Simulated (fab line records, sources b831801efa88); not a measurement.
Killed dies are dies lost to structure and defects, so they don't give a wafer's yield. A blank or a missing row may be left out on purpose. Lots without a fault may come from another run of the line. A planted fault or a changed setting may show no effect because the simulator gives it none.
Which tool did it? | flow sky130 | 13 lots, 39 wafers sampled, at 6 steps of a route of 708

WHAT THE GAUGES READ, wafer by wafer
SKY_PWDE_OVL_MEAS_07.
lot  | measured    | on         | PWDE_OVL (nm)
L710 | day 3 22:18 | overlay-02 | -0.6 0.2 -1.5
L711 | day 4 00:33 | overlay-02 | -0.9 0.0 0.8
L712 | day 4 09:39 | overlay-02 | -1.4 -3.1 -3.1
L713 | day 4 14:30 | overlay-01 | 2.0 2.1 2.7
L714 | day 4 15:39 | overlay-01 | -0.4 1.3 1.6
L716 | day 5 07:04 | overlay-02 | -3.8 -1.5 0.3
L717 | day 5 14:33 | overlay-01 | -0.4 -0.3 0.1
L718 | day 5 16:34 | overlay-01 | 0.2 -1.4 -0.5
L719 | day 5 23:27 | overlay-01 | -2.1 -0.5 -0.5
L720 | day 6 02:17 | overlay-01 | -2.4 1.1 -0.9
L722 | day 6 15:15 | overlay-02 | 3.0 1.0 1.5
L723 | day 6 20:06 | overlay-01 | -2.2 -0.9 0.2
L733 | day 9 05:46 | overlay-02 | 1.2 1.0 1.2

SKY_VT_ADJUST_HVTP_CD_MEAS_07: target cd 380 nm.
lot  | measured     | on        | cd_nm (nm)
L710 | day 6 03:30  | cd_sem-02 | 382 382 379
L711 | day 6 06:34  | cd_sem-01 | 380 377 380
L712 | day 6 17:06  | cd_sem-02 | 378 381 380
L713 | day 6 21:40  | cd_sem-02 | 381 382 380
L714 | day 6 23:29  | cd_sem-01 | 381 384 381
L716 | day 7 17:16  | cd_sem-02 | 385 382 382
L717 | day 8 01:19  | cd_sem-01 | 385 386 384
L718 | day 8 04:50  | cd_sem-02 | 387 387 387
L719 | day 8 11:04  | cd_sem-02 | 381 379 378
L720 | day 8 13:56  | cd_sem-02 | 387 385 386
L722 | day 9 03:33  | cd_sem-01 | 381 380 381
L723 | day 9 10:34  | cd_sem-01 | 378 378 376
L733 | day 12 04:40 | cd_sem-01 | 378 377 380

SKY_VT_ADJUST_LVTN_OVL_MEAS_07.
lot  | measured     | on         | VT_ADJUST_LVTN_OVL (nm)
L710 | day 6 22:22  | overlay-01 | 1.0 -0.3 -1.3
L711 | day 7 02:06  | overlay-02 | -2.7 -1.8 -3.3
L712 | day 7 12:36  | overlay-02 | -1.8 -0.7 -1.5
L713 | day 7 17:37  | overlay-02 | -0.6 -1.2 -1.0
L714 | day 7 18:56  | overlay-01 | -1.1 -1.6 -1.7
L716 | day 8 13:25  | overlay-01 | -2.0 0.3 -0.2
L717 | day 8 22:40  | overlay-01 | -0.9 -1.5 0.8
L718 | day 9 01:50  | overlay-02 | -1.4 -2.0 -2.2
L719 | day 9 09:06  | overlay-01 | 0.0 -2.6 0.7
L720 | day 9 11:29  | overlay-02 | -0.7 -1.4 -1.2
L722 | day 10 02:10 | overlay-01 | 0.1 -0.1 1.8
L723 | day 10 09:10 | overlay-02 | - - -
L733 | day 13 06:38 | overlay-01 | -1.8 -1.9 -0.4

SKY_VT_ADJUST_LVTN_TW_MEAS_10.
lot  | measured     | on            | VT_ADJUST_LVTN_TW
L710 | day 6 22:40  | film_metro-01 | 241.4 242.9 240.9
L711 | day 7 02:23  | film_metro-03 | 241.1 241.3 241.4
L712 | day 7 12:53  | film_metro-03 | 241.0 239.7 241.4
L713 | day 7 17:55  | film_metro-03 | 242.1 240.6 240.5
L714 | day 7 19:13  | film_metro-01 | 241.0 240.2 240.3
L716 | day 8 13:43  | film_metro-01 | 239.0 239.6 239.4
L717 | day 8 22:58  | film_metro-04 | 244.0 243.1 243.6
L718 | day 9 02:07  | film_metro-04 | 245.3 245.3 245.9
L719 | day 9 09:23  | film_metro-04 | 245.5 244.4 245.3
L720 | day 9 11:46  | film_metro-01 | 240.5 240.8 241.3
L722 | day 10 02:27 | film_metro-01 | 241.7 240.7 240.9
L723 | day 10 09:27 | film_metro-04 | 30.3 30.3 30.2
L733 | day 13 06:55 | film_metro-03 | 240.9 240.7 242.2

WHICH TOOL RAN EACH LOT (tool, then ch and the chambers of the sampled wafers, then the start)
lot  | SKY_NWELL_STRIP_25                   | SKY_VT_ADJUST_LVTN_EXPOSE_04
L710 | plasma_asher-04 ch 0,1, day 5 09:14  | iline_stepper-01 ch 0, day 6 13:29
L711 | plasma_asher-03 ch 0, day 5 11:44    | iline_stepper-02 ch 0, day 6 17:15
L712 | plasma_asher-01 ch 0,1, day 5 21:35  | iline_stepper-02 ch 0, day 7 02:31
L713 | plasma_asher-03 ch 0,1, day 6 02:16  | iline_stepper-01 ch 0, day 7 08:17
L714 | plasma_asher-01 ch 0,1, day 6 04:02  | iline_stepper-01 ch 0, day 7 09:38
L716 | plasma_asher-03 ch 0,1, day 6 21:28  | iline_stepper-02 ch 0, day 8 03:35
L717 | plasma_asher-03 ch 0,1, day 7 05:17  | iline_stepper-01 ch 0, day 8 12:38
L718 | plasma_asher-04 ch 0,1, day 7 08:15  | iline_stepper-01 ch 0, day 8 15:07
L719 | plasma_asher-03 ch 0,1, day 7 15:08  | iline_stepper-02 ch 0, day 8 22:20
L720 | plasma_asher-04 ch 0,1, day 7 17:23  | iline_stepper-02 ch 0, day 9 00:40
L722 | plasma_asher-04 ch 0,1, day 8 06:11  | iline_stepper-02 ch 0, day 9 14:55
L723 | plasma_asher-03 ch 0,1, day 8 12:47  | iline_stepper-01 ch 0, day 9 21:45
L733 | plasma_asher-04 ch 0,1, day 11 04:20 | iline_stepper-02 ch 0, day 12 18:01
- SKY_NWELL_STRIP_25: strips in O2/N2.
- SKY_VT_ADJUST_LVTN_EXPOSE_04: exposes mask NWM COMPLEMENT LESS NATIVE, target cd 840 nm.

WHAT THE TOOLS THEMSELVES READ (means of the sampled wafers that have a number; where no wafer has one, the mark that the record gives instead)
SKY_NWELL_STRIP_25.
lot  | tool            | chamber_pressure_mTorr (mTorr) | drypump_motor_current_A (A) | oes_product_au (a.u.) | strip_time_to_endpoint_s (s)
L710 | plasma_asher-04 | 1499.5                         | 6.2                         | 0.720                 | 36.90
L711 | plasma_asher-03 | 1501.1                         | 6.0                         | 0.721                 | 37.03
L712 | plasma_asher-01 | 1498.9                         | 5.7                         | 0.717                 | 37.15
L713 | plasma_asher-03 | 1499.3                         | 6.0                         | 0.718                 | 36.94
L714 | plasma_asher-01 | 1499.4                         | 5.3                         | 0.725                 | 36.86
L716 | plasma_asher-03 | 1500.0                         | 6.0                         | 0.725                 | 37.00
L717 | plasma_asher-03 | 1499.8                         | 6.0                         | 0.720                 | 37.13
L718 | plasma_asher-04 | 1501.4                         | 6.2                         | 0.724                 | 37.09
L719 | plasma_asher-03 | 1501.0                         | 5.9                         | 0.726                 | 37.10
L720 | plasma_asher-04 | 1499.7                         | 6.2                         | 0.720                 | 36.96
L722 | plasma_asher-04 | 1500.6                         | 6.2                         | 0.727                 | 36.98
L723 | plasma_asher-03 | 1501.0                         | 6.0                         | 0.722                 | 37.06
L733 | plasma_asher-04 | 1499.2                         | 6.2                         | 0.727                 | 37.04

THE ANSWER, worked out from the rows above alone
Rule: what is usual is taken from the lots themselves. Put in order of their means at a reading, lots are off if they are a third of the lots or fewer, leave a main group of 4 or more, and stand apart from it by a gap of 3 or more times the standard deviation of the main group's means; of several such gaps the widest counts. A main group whose means are all the same, to the digits that the tables above print for the reading, isn't used. A lot without any number at a reading at which 4 lots or more have one is off too. The other lots that the step has rows for count as sound. The gauges are gone through in route order, then the tools' own readings, and for those a lot's mean is taken as printed above. The first step at which some lot is off is used, and at that step the reading that is off furthest; a lot without a number counts as furthest.
Off: L723, at SKY_VT_ADJUST_LVTN_OVL_MEAS_07 (VT_ADJUST_LVTN_OVL). Without a number there: L723. The main group: mean -1.0 nm, standard deviation 0.79.
A tool fits if, at a process step before that reading, it ran every lot that is off, and no sound lot after the first of them. The gauges at SKY_VT_ADJUST_LVTN_OVL_MEAS_07 aren't tried: what is off there is off at SKY_VT_ADJUST_LVTN_TW_MEAS_10 too, on other tools, and a gauge's error can't cause that. Can't be told from this: 2 tools fit, plasma_asher-03 at SKY_NWELL_STRIP_25, iline_stepper-01 at SKY_VT_ADJUST_LVTN_EXPOSE_04.

WHAT THE SIMULATOR HAD PUT IN
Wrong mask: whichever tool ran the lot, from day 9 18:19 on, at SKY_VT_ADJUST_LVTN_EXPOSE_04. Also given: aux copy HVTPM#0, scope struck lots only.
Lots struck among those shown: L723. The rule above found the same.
